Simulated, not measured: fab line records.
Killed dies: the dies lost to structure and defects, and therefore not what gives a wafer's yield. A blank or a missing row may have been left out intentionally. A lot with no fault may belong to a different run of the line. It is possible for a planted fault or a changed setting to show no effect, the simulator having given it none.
The tool behind it: which one? :: flow gf180mcu :: 13 lots with 39 wafers sampled at 5 steps, on a route of 602 steps

## WHAT THE GAUGES SHOWED, per wafer
GF_VT_IMPLANT_OVL_MEAS_18.
lot: L769
measured: day 6 06:55
on: overlay-02
VT_IMPLANT_01_OVL (nm): -0.2 -1.8 -1.1

lot: L770
measured: day 6 12:04
on: overlay-01
VT_IMPLANT_01_OVL (nm): 2.3 0.8 1.2

lot: L772
measured: day 7 01:49
on: overlay-01
VT_IMPLANT_01_OVL (nm): 1.7 0.9 1.0

lot: L774
measured: day 7 14:43
on: overlay-01
VT_IMPLANT_01_OVL (nm): -1.3 0.2 1.2

lot: L775
measured: day 7 21:19
on: overlay-01
VT_IMPLANT_01_OVL (nm): -0.3 -0.9 -1.9

lot: L776
measured: day 8 01:19
on: overlay-02
VT_IMPLANT_01_OVL (nm): 3.0 -0.1 0.0

lot: L778
measured: day 8 19:00
on: overlay-02
VT_IMPLANT_01_OVL (nm): -1.4 -2.0 -2.1

lot: L780
measured: day 9 05:40
on: overlay-02
VT_IMPLANT_01_OVL (nm): -2.6 -0.3 -0.2

lot: L782
measured: day 9 18:03
on: overlay-01
VT_IMPLANT_01_OVL (nm): -0.8 -0.3 1.2

lot: L783
measured: day 9 22:28
on: overlay-02
VT_IMPLANT_01_OVL (nm): -3.1 -0.3 -1.7

lot: L787
measured: day 10 23:01
on: overlay-02
VT_IMPLANT_01_OVL (nm): -1.5 -3.0 -1.7

lot: L790
measured: day 11 23:07
on: overlay-02
VT_IMPLANT_01_OVL (nm): -1.6 -1.8 -2.3

lot: L792
measured: day 12 15:22
on: overlay-02
VT_IMPLANT_01_OVL (nm): -0.4 0.0 -0.2

GF_VT_IMPLANT_TW_MEAS_21.
lot: L769
measured: day 6 07:12
on: filmMetro-03
VT_IMPLANT_2_TW: 1231 1226 1229

lot: L770
measured: day 6 12:20
on: filmMetro-03
VT_IMPLANT_2_TW: 1229 1229 1238

lot: L772
measured: day 7 02:05
on: filmMetro-03
VT_IMPLANT_2_TW: 1219 1225 1224

lot: L774
measured: day 7 15:04
on: filmMetro-01
VT_IMPLANT_2_TW: 1216 1217 1215

lot: L775
measured: day 7 21:37
on: filmMetro-02
VT_IMPLANT_2_TW: 1196 1192 1198

lot: L776
measured: day 8 01:36
on: filmMetro-03
VT_IMPLANT_2_TW: 1227 1226 1224

lot: L778
measured: day 8 19:17
on: filmMetro-03
VT_IMPLANT_2_TW: 1230 1225 1223

lot: L780
measured: day 9 05:58
on: filmMetro-02
VT_IMPLANT_2_TW: 1198 1202 1189

lot: L782
measured: day 9 18:20
on: filmMetro-02
VT_IMPLANT_2_TW: 1199 1203 1196

lot: L783
measured: day 9 22:46
on: filmMetro-02
VT_IMPLANT_2_TW: 1193 1195 1200

lot: L787
measured: day 10 23:17
on: filmMetro-02
VT_IMPLANT_2_TW: 1199 1195 1192

lot: L790
measured: day 11 23:25
on: filmMetro-03
VT_IMPLANT_2_TW: 1222 1234 1228

lot: L792
measured: day 12 15:39
on: filmMetro-03
VT_IMPLANT_2_TW: 1226 1226 1225

GF_DUAL_GATE_THK_MEAS_03.
lot: L769
measured: day 7 16:45
on: filmMetro-03
DUAL_GATE_OXIDATION_00_THK (nm): 11.10 11.06 11.17

lot: L770
measured: day 7 22:40
on: filmMetro-03
DUAL_GATE_OXIDATION_00_THK (nm): 10.24 10.64 10.55

lot: L772
measured: day 8 13:00
on: filmMetro-03
DUAL_GATE_OXIDATION_00_THK (nm): 10.55 10.52 10.77

lot: L774
measured: day 9 03:07
on: filmMetro-04
DUAL_GATE_OXIDATION_00_THK (nm): 10.80 10.95 10.86

lot: L775
measured: day 9 14:49
on: filmMetro-01
DUAL_GATE_OXIDATION_00_THK (nm): 16.76 17.05 16.91

lot: L776
measured: day 9 16:05
on: filmMetro-03
DUAL_GATE_OXIDATION_00_THK (nm): 16.72 17.05 16.85

lot: L778
measured: day 10 09:32
on: filmMetro-04
DUAL_GATE_OXIDATION_00_THK (nm): 10.78 10.79 10.64

lot: L780
measured: day 10 20:25
on: filmMetro-03
DUAL_GATE_OXIDATION_00_THK (nm): 10.87 10.95 10.86

lot: L782
measured: day 11 16:40
on: filmMetro-01
DUAL_GATE_OXIDATION_00_THK (nm): 16.92 16.97 17.03

lot: L783
measured: day 11 16:42
on: filmMetro-03
DUAL_GATE_OXIDATION_00_THK (nm): 10.69 10.60 10.54

lot: L787
measured: day 12 17:22
on: filmMetro-04
DUAL_GATE_OXIDATION_00_THK (nm): 10.38 10.50 10.41

lot: L790
measured: day 13 15:38
on: filmMetro-04
DUAL_GATE_OXIDATION_00_THK (nm): 10.93 10.86 10.75

lot: L792
measured: day 14 10:10
on: filmMetro-03
DUAL_GATE_OXIDATION_00_THK (nm): 10.74 10.68 10.84

## WHICH TOOL RAN EACH LOT (tool, then ch and the chambers of the sampled wafers, then the start)
lot: L769
GF_VT_IMPLANT_STRIP_09: plasmaAsher-03 ch 0,1, day 5 15:43
GF_DUAL_GATE_OXIDATION_02: furnace-02 ch 0, day 7 15:17

lot: L770
GF_VT_IMPLANT_STRIP_09: plasmaAsher-04 ch 0,1, day 5 20:58
GF_DUAL_GATE_OXIDATION_02: furnace-02 ch 0, day 7 21:13

lot: L772
GF_VT_IMPLANT_STRIP_09: plasmaAsher-02 ch 0,1, day 6 10:38
GF_DUAL_GATE_OXIDATION_02: furnace-01 ch 0, day 8 11:33

lot: L774
GF_VT_IMPLANT_STRIP_09: plasmaAsher-04 ch 0,1, day 6 23:19
GF_DUAL_GATE_OXIDATION_02: furnace-02 ch 0, day 9 01:40

lot: L775
GF_VT_IMPLANT_STRIP_09: plasmaAsher-02 ch 0,1, day 7 05:05
GF_DUAL_GATE_OXIDATION_02: furnace-02 ch 0, day 9 10:22

lot: L776
GF_VT_IMPLANT_STRIP_09: plasmaAsher-02 ch 0,1, day 7 09:17
GF_DUAL_GATE_OXIDATION_02: furnace-01 ch 0, day 9 11:58 and furnace-02 ch 0, day 9 14:37

lot: L778
GF_VT_IMPLANT_STRIP_09: plasmaAsher-03 ch 0, day 8 02:29
GF_DUAL_GATE_OXIDATION_02: furnace-02 ch 0, day 10 08:05

lot: L780
GF_VT_IMPLANT_STRIP_09: plasmaAsher-04 ch 0,1, day 8 12:26
GF_DUAL_GATE_OXIDATION_02: furnace-02 ch 0, day 10 18:56

lot: L782
GF_VT_IMPLANT_STRIP_09: plasmaAsher-04 ch 0,1, day 9 00:46
GF_DUAL_GATE_OXIDATION_02: furnace-02 ch 0, day 11 11:16

lot: L783
GF_VT_IMPLANT_STRIP_09: plasmaAsher-04 ch 0,1, day 9 05:13
GF_DUAL_GATE_OXIDATION_02: furnace-02 ch 0, day 11 15:14

lot: L787
GF_VT_IMPLANT_STRIP_09: plasmaAsher-04 ch 0,1, day 10 05:02
GF_DUAL_GATE_OXIDATION_02: furnace-02 ch 0, day 12 15:55

lot: L790
GF_VT_IMPLANT_STRIP_09: plasmaAsher-02 ch 0,1, day 11 04:16
GF_DUAL_GATE_OXIDATION_02: furnace-02 ch 0, day 13 14:10

lot: L792
GF_VT_IMPLANT_STRIP_09: plasmaAsher-04 ch 0,1, day 11 15:41
GF_DUAL_GATE_OXIDATION_02: furnace-02 ch 0, day 14 08:43
- GF_VT_IMPLANT_STRIP_09: strips in O2/N2.
- GF_DUAL_GATE_OXIDATION_02: stabilise 600 s, purge 300 s, target thk 10.887 nm.

## WHAT THE TOOLS THEMSELVES READ (means of the sampled wafers that have a number; where no wafer has one, the mark that the record gives instead)
GF_VT_IMPLANT_STRIP_09.
lot: L769
tool: plasmaAsher-03
drypumpMotorCurrentA (A): 5.7
heaterPowerW (W): 320
oesProductAu (a.u.): 0.712
stripTimeToEndpointS (s): 12.59

lot: L770
tool: plasmaAsher-04
drypumpMotorCurrentA (A): 6.3
heaterPowerW (W): 334
oesProductAu (a.u.): 0.716
stripTimeToEndpointS (s): 12.61

lot: L772
tool: plasmaAsher-02
drypumpMotorCurrentA (A): 5.5
heaterPowerW (W): 319
oesProductAu (a.u.): 0.717
stripTimeToEndpointS (s): 12.71

lot: L774
tool: plasmaAsher-04
drypumpMotorCurrentA (A): 6.4
heaterPowerW (W): 351
oesProductAu (a.u.): 0.716
stripTimeToEndpointS (s): 12.66

lot: L775
tool: plasmaAsher-02
drypumpMotorCurrentA (A): 5.6
heaterPowerW (W): 315
oesProductAu (a.u.): 0.716
stripTimeToEndpointS (s): 12.58

lot: L776
tool: plasmaAsher-02
drypumpMotorCurrentA (A): 5.6
heaterPowerW (W): 318
oesProductAu (a.u.): 0.716
stripTimeToEndpointS (s): 12.65

lot: L778
tool: plasmaAsher-03
drypumpMotorCurrentA (A): 6.1
heaterPowerW (W): 291
oesProductAu (a.u.): 0.714
stripTimeToEndpointS (s): 12.66

lot: L780
tool: plasmaAsher-04
drypumpMotorCurrentA (A): 6.4
heaterPowerW (W): 354
oesProductAu (a.u.): 0.716
stripTimeToEndpointS (s): 12.70

lot: L782
tool: plasmaAsher-04
drypumpMotorCurrentA (A): 6.3
heaterPowerW (W): 335
oesProductAu (a.u.): 0.717
stripTimeToEndpointS (s): 12.59

lot: L783
tool: plasmaAsher-04
drypumpMotorCurrentA (A): 6.4
heaterPowerW (W): 336
oesProductAu (a.u.): 0.716
stripTimeToEndpointS (s): 12.56

lot: L787
tool: plasmaAsher-04
drypumpMotorCurrentA (A): 6.4
heaterPowerW (W): 358
oesProductAu (a.u.): 0.714
stripTimeToEndpointS (s): 12.61

lot: L790
tool: plasmaAsher-02
drypumpMotorCurrentA (A): 5.3
heaterPowerW (W): 311
oesProductAu (a.u.): 0.719
stripTimeToEndpointS (s): 12.63

lot: L792
tool: plasmaAsher-04
drypumpMotorCurrentA (A): 6.3
heaterPowerW (W): 334
oesProductAu (a.u.): 0.720
stripTimeToEndpointS (s): 12.72

GF_DUAL_GATE_OXIDATION_02.
lot: L769
tool: furnace-02
spikeTcCentreC (C): 900.6
spikeTcUpperC (C): 899.2

lot: L770
tool: furnace-02
spikeTcCentreC (C): 900.2
spikeTcUpperC (C): 898.2

lot: L772
tool: furnace-01
spikeTcCentreC (C): 899.2
spikeTcUpperC (C): 899.0

lot: L774
tool: furnace-02
spikeTcCentreC (C): 900.7
spikeTcUpperC (C): 898.0

lot: L775
tool: furnace-02
spikeTcCentreC (C): 900.6
spikeTcUpperC (C): 898.7

lot: L776
tool: furnace-01/furnace-02
spikeTcCentreC (C): 899.8
spikeTcUpperC (C): 899.8

lot: L778
tool: furnace-02
spikeTcCentreC (C): 900.2
spikeTcUpperC (C): 898.3

lot: L780
tool: furnace-02
spikeTcCentreC (C): 900.7
spikeTcUpperC (C): 898.5

lot: L782
tool: furnace-02
spikeTcCentreC (C): 900.0
spikeTcUpperC (C): 898.5

lot: L783
tool: furnace-02
spikeTcCentreC (C): 900.0
spikeTcUpperC (C): 899.0

lot: L787
tool: furnace-02
spikeTcCentreC (C): 899.8
spikeTcUpperC (C): 898.1

lot: L790
tool: furnace-02
spikeTcCentreC (C): 900.1
spikeTcUpperC (C): 899.2

lot: L792
tool: furnace-02
spikeTcCentreC (C): 899.5
spikeTcUpperC (C): 900.1

## THE ANSWER, worked out from the rows above alone
Rule: the lots themselves supply what counts as usual. Put in order of their means at a reading, lots are off if they are a third of the lots or fewer, leave a main group of 4 or more, and stand apart from it by a gap of 3 or more times the standard deviation of the main group's means; of several such gaps the widest counts. The tables above print the reading to a certain number of digits; a main group whose means all agree to those digits is not used. A lot without any number at a reading at which 4 lots or more have one is off too. Where the step has rows for the other lots, those lots are counted as sound. First the gauges in route order, then the tools' own readings, where a lot's mean is used as printed above. At the first step where some lot is off, the reading lying furthest off is the one used; lots without a number count as furthest.
Off: at GF_DUAL_GATE_THK_MEAS_03 (DUAL_GATE_OXIDATION_00_THK), L775, L776, L782. The main group: mean 10.73 nm, standard deviation 0.2.
A tool fits if, at a process step before that reading, it ran every lot that is off, and no sound lot after the first of them. Gauges at GF_DUAL_GATE_THK_MEAS_03: tried the same way as those tools. No candidate that was tried fits.

## WHAT THE SIMULATOR HAD INSERTED
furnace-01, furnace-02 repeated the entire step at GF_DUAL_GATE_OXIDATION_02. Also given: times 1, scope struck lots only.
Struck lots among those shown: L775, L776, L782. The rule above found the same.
